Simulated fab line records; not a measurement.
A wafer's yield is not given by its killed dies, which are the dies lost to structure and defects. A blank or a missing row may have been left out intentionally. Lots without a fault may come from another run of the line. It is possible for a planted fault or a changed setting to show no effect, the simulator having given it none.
What tool caused it? -- flow sky130 -- Sampling: 15 lots, 45 wafers, 3 of 708 route steps

== WHAT THE GAUGES READ, wafer by wafer ==
SKY_VT_ADJUST_PCH_OVL_MEAS_07.
lot,measured,on,VT_ADJUST_PCH_OVL (nm)
L750,day 11 02:31,overlay-01,1.6 1.0 -2.2
L751,day 11 03:28,overlay-01,2.4 0.1 1.7
L752,day 12 02:10,overlay-01,1.9 2.9 2.2
L755,day 12 13:28,overlay-01,0.5 0.4 1.4
L758,day 12 20:37,overlay-01,3.2 1.2 -0.1
L757,day 12 21:55,overlay-02,-0.1 -0.9 -2.0
L756,day 12 23:15,overlay-02,1.4 -0.1 -1.5
L760,day 13 16:58,overlay-02,1.1 1.3 0.1
L762,day 14 01:28,overlay-02,1.3 2.0 2.2
L761,day 14 03:47,overlay-02,-2.1 -1.4 -2.0
L763,day 14 10:22,overlay-01,-1.1 -0.9 -2.2
L764,day 14 21:50,overlay-01,1.5 -0.6 0.8
L770,day 17 04:44,overlay-01,2.1 1.6 2.5
L772,day 17 17:05,overlay-01,0.4 1.0 2.4
L773,day 17 20:01,overlay-01,3.4 1.7 2.4

SKY_SONOS_ONO_THK_MEAS_01.
lot,measured,on,SONOS_ONO_OXIDATION_THK (nm)
L750,day 12 04:20,film_metro-03,2.62 2.59 2.65
L751,day 12 05:18,film_metro-03,2.57 2.57 2.59
L752,day 13 05:34,film_metro-02,2.57 2.60 2.56
L755,day 13 18:25,film_metro-04,2.67 2.67 2.69
L758,day 13 23:35,film_metro-02,2.69 2.72 2.71
L757,day 14 02:53,film_metro-03,2.62 2.62 2.63
L756,day 14 02:55,film_metro-04,2.68 2.59 2.62
L760,day 14 21:31,film_metro-04,2.55 2.51 2.60
L762,day 15 11:02,film_metro-03,2.62 2.60 2.58
L761,day 15 11:01,film_metro-02,2.63 2.60 2.57
L763,day 15 18:03,film_metro-02,2.57 2.60 2.52
L764,day 16 05:22,film_metro-02,2.70 2.61 2.69
L770,day 18 13:05,film_metro-03,2.70 2.61 2.59
L772,day 19 02:28,film_metro-04,2.62 2.62 2.64
L773,day 19 04:43,film_metro-02,2.56 2.49 2.56

SKY_RES_PROTECT_TW_MEAS_08.
lot,measured,on,POLY_GATE_TW
L750,day 15 21:13,film_metro-04,4039 4040 4052
L751,day 15 21:17,film_metro-01,4010 4037 4027
L752,day 17 01:41,film_metro-03,4086 4070 4067
L755,day 17 15:41,film_metro-01,4017 4013 4009
L758,day 17 23:53,film_metro-04,4026 4005 4017
L757,day 18 03:02,film_metro-03,4025 4015 4038
L756,day 18 02:50,film_metro-01,4013 4001 4000
L760,day 18 23:19,film_metro-01,4018 4029 4017
L762,day 19 13:05,film_metro-03,4043 4028 4058
L761,day 19 13:22,film_metro-01,4006 4007 4005
L763,day 19 21:37,film_metro-01,4015 4019 4012
L764,day 20 06:32,film_metro-03,4065 4084 4106
L770,day 22 16:05,film_metro-01,4029 4005 4019
L772,day 23 07:50,film_metro-03,4112 4092 4116
L773,day 23 10:14,film_metro-03,4065 4077 4065

== EACH LOT AND THE TOOL THAT RAN IT (in order: tool; ch and the chambers of the sampled wafers; start) ==
The record shows no process step preceding these readings.

== WHAT THE TOOLS THEMSELVES READ (means of the sampled wafers that have a number; where no wafer has one, the mark that the record gives instead) ==
The record holds no such reading with a usual standard deviation.

== THE ANSWER, worked out from the rows above alone ==
Rule: usual is defined by the lots themselves. The widest of any qualifying gaps counts: lots, ordered by their means at a reading, are off when they make up no more than a third of the lots, leave a main group of 4 or more, and stand apart from it by 3 or more times the standard deviation of that group's means. The tables above print the reading to a certain number of digits; a main group whose means all agree to those digits is not used. Also off: a lot with no number at a reading for which 4 or more lots have one. All remaining lots with rows at the step are treated as sound. Order of review: gauges by route order, followed by the tools' own readings, for which a lot's mean as printed above is used. At the first step where some lot is off, the reading lying furthest off is the one used; lots without a number count as furthest.
No lot is off on any of the readings shown, so nothing can be concluded from this.

== WHAT THE SIMULATOR PUT IN ==
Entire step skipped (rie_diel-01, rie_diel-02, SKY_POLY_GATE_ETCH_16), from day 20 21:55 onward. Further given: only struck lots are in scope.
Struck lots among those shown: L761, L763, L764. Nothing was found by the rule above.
